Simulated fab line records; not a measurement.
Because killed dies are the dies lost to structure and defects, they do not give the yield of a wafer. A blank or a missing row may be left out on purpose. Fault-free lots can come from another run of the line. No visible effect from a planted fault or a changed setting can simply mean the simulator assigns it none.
Which tool did it? -- flow sky130 -- Sampling: 13 lots, 39 wafers, 4 of 708 route steps

== WHAT THE GAUGES SHOWED, per wafer ==
SKY_METAL1_CD_MEAS_15: target cd 140 nm.
lot,measured,on,cd nm (nm)
L805,day 33 06:38,cd sem-02,139.5 139.1 139.2
L806,day 33 11:03,cd sem-02,138.1 137.4 138.7
L807,day 33 19:06,cd sem-01,139.4 141.5 141.3
L809,day 34 13:05,cd sem-01,139.8 138.0 138.5
L811,day 35 22:50,cd sem-01,139.7 140.3 141.2
L812,day 36 15:04,cd sem-02,138.9 139.1 138.7
L813,day 36 16:10,cd sem-02,139.2 138.5 140.9
L814,day 37 01:16,cd sem-02,138.9 138.0 138.0
L816,day 37 14:09,cd sem-02,142.3 139.9 138.7
L817,day 37 15:13,cd sem-01,137.9 137.1 137.6
L819,day 37 23:49,cd sem-01,141.5 141.6 140.7
L821,day 38 04:47,cd sem-01,138.1 139.3 138.0
L825,day 39 14:43,cd sem-02,138.9 139.3 138.5

SKY_VIA1_RS_MEAS_22: measures by four-point-probe.
lot,measured,on,VIA1_W_RS (ohm/sq)
L805,day 34 10:36,film metro-03,0.423 0.416 0.420
L806,day 34 14:26,film metro-04,0.425 0.431 0.422
L807,day 34 22:27,film metro-02,0.426 0.427 0.422
L809,day 35 17:36,film metro-02,0.435 0.435 0.429
L811,day 37 02:58,film metro-04,0.424 0.428 0.429
L812,day 37 19:02,film metro-03,0.426 0.425 0.424
L813,day 37 20:09,film metro-02,0.423 0.427 0.430
L814,day 38 04:47,film metro-04,0.422 0.425 0.427
L816,day 38 18:12,film metro-04,0.423 0.419 0.431
L817,day 38 18:26,film metro-03,0.426 0.426 0.427
L819,day 39 03:04,film metro-04,0.429 0.424 0.427
L821,day 39 07:59,film metro-02,0.416 0.423 0.422
L825,day 40 17:38,film metro-03,0.421 0.425 0.428

SKY_METAL2_OVL_MEAS_16.
lot,measured,on,METAL2_OVL (nm)
L805,day 35 13:53,overlay-01,-5 -5 -1
L806,day 35 17:32,overlay-01,7 0 -3
L807,day 36 01:16,overlay-01,-3 -12 -6
L809,day 36 20:58,overlay-01,-5 -6 1
L811,day 38 05:00,overlay-01,-6 -2 3
L812,day 38 20:46,overlay-01,1 0 4
L813,day 38 22:23,overlay-02,-1 0 1
L814,day 39 06:26,overlay-02,-8 -2 -6
L816,day 39 19:44,overlay-01,3 15 2
L817,day 39 19:47,overlay-02,-1 4 5
L819,day 40 04:52,overlay-02,-7 0 -6
L821,day 40 10:23,overlay-02,-4 -2 -3
L825,day 41 18:20,overlay-01,1 11 1

== WHAT TOOL EACH LOT RAN ON (gives the tool, then ch and the chambers of the sampled wafers, and finally the start) ==
lot,SKY_METAL2_SPUTTER_02
L805,"pvd sputter-04, day 34 11:07"
L806,"pvd sputter-01, day 34 14:58"
L807,"pvd sputter-03, day 34 22:59"
L809,"pvd sputter-01, day 35 18:06"
L811,"pvd sputter-03, day 37 03:28"
L812,"pvd sputter-04, day 37 19:31"
L813,"pvd sputter-04, day 37 20:41"
L814,"pvd sputter-03, day 38 05:18"
L816,"pvd sputter-04, day 38 18:44"
L817,"pvd sputter-03, day 38 18:54"
L819,"pvd sputter-01, day 39 03:53"
L821,"pvd sputter-03, day 39 08:28"
L825,"pvd sputter-01, day 40 19:17"
- SKY_METAL2_SPUTTER_02: material AlCu, target thk 250 nm, time 13.3 s.

== AS READ BY THE TOOLS THEMSELVES (means over the sampled wafers that have a number; for cases with no such wafer, the mark the record gives instead) ==
SKY_METAL2_SPUTTER_02.
lot,tool,cathode dc power W (W),chamber pressure pa (Pa),throttle valve pct (%)
L805,pvd sputter-04,10599,0.3996,30.4
L806,pvd sputter-01,10601,0.3993,29.1
L807,pvd sputter-03,10600,0.4001,29.7
L809,pvd sputter-01,10600,0.4003,29.8
L811,pvd sputter-03,10599,0.4013,29.7
L812,pvd sputter-04,10602,0.4009,29.9
L813,pvd sputter-04,10600,0.4003,29.3
L814,pvd sputter-03,10600,0.4003,29.5
L816,pvd sputter-04,10601,0.3994,30.5
L817,pvd sputter-03,10599,0.3790,30.3
L819,pvd sputter-01,10600,0.4005,29.4
L821,pvd sputter-03,10599,0.3595,31.0
L825,pvd sputter-01,10600,0.4000,28.9

== THE ANSWER, worked out from the rows above alone ==
Rule: the usual values come from the lots themselves. The widest of any qualifying gaps counts: lots, ordered by their means at a reading, are off when they make up no more than a third of the lots, leave a main group of 4 or more, and stand apart from it by 3 or more times the standard deviation of that group's means. A main group is skipped when, at the precision printed for the reading in the tables above, its means are all equal. A lot without any number at a reading at which 4 lots or more have one is off too. All remaining lots with rows at the step are treated as sound. First the gauges in route order, then the tools' own readings, where a lot's mean is used as printed above. At the first step where some lot is off, the reading lying furthest off is the one used; lots without a number count as furthest.
Off: L817, L821, at SKY_METAL2_SPUTTER_02 (chamber pressure pa). Main group: mean 0.4002 Pa, sd 0.00058.
If a tool, at that step or one of the process steps before it, ran each lot that is off and ran no sound lot following the first of them, it fits. One candidate fits, namely pvd sputter-03 at SKY_METAL2_SPUTTER_02. Its last sound lot is L814 (day 38 05:18), its first lot that is off L817 (day 38 18:54): a fault that began between those two fits.
The tool's own readings at SKY_METAL2_SPUTTER_02 bear it out: on the lots that are off they differ by more than 5 times the standard deviation of the sound lots' means. chamber pressure pa reads 0.3692 Pa there against 0.4002 Pa on the sound lots.

== WHAT THE SIMULATOR PUT IN ==
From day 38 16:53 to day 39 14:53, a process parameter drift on pvd sputter-03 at SKY_METAL2_SPUTTER_02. Setting chamber pressure pa shifted by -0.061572 from 0.4. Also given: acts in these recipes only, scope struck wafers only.
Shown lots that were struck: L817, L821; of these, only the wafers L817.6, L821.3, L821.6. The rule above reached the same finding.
